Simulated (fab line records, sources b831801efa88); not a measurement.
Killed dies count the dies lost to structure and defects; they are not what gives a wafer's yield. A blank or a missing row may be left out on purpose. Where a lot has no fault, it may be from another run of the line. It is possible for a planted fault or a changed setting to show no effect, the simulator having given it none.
The tool behind it: which one?    flow sky130    36 wafers sampled from 12 lots at 1 step of a route of 708

== WHAT THE GAUGES SHOWED, per wafer ==
SKY_POLY_GATE_OVL_MEAS_14.
lot   measured      on          POLY_GATE_OVL (nm)
L075  day 16 11:59  overlay-01  3 12 -1
L077  day 17 17:11  overlay-02  1 0 -17
L079  day 18 12:57  overlay-02  15 8 2
L081  day 19 15:00  overlay-01  -5 -11 -3
L083  day 20 02:42  overlay-01  -1 -3 -5
L085  day 20 19:55  overlay-01  -3 -5 -17
L087  day 21 15:48  overlay-02  -7 -6 -10
L090  day 22 16:40  overlay-02  -4 -8 -4
L091  day 22 20:30  overlay-02  -3 -1 -2
L093  day 23 10:45  overlay-02  9 9 11
L094  day 24 09:25  overlay-01  -4 -4 5
L097  day 24 18:02  overlay-02  -6 -5 -6

== TOOL THAT RAN EACH LOT (tool first, then ch and the chambers of the sampled wafers, then the start) ==
There is no process step in the record ahead of these readings.

== THE ANSWER, worked out from the rows above alone ==
Rule: the lots themselves supply what counts as usual. The widest of any qualifying gaps counts: lots, ordered by their means at a reading, are off when they make up no more than a third of the lots, leave a main group of 4 or more, and stand apart from it by 3 or more times the standard deviation of that group's means. If all means in a main group match to the digits the tables above print for the reading, that group is not used. Also off: a lot with no number at a reading for which 4 or more lots have one. The other lots that the step has rows for count as sound.
Across all readings shown, no lot is off: no conclusion can be drawn from this.

== WHAT WAS PUT IN BY THE SIMULATOR ==
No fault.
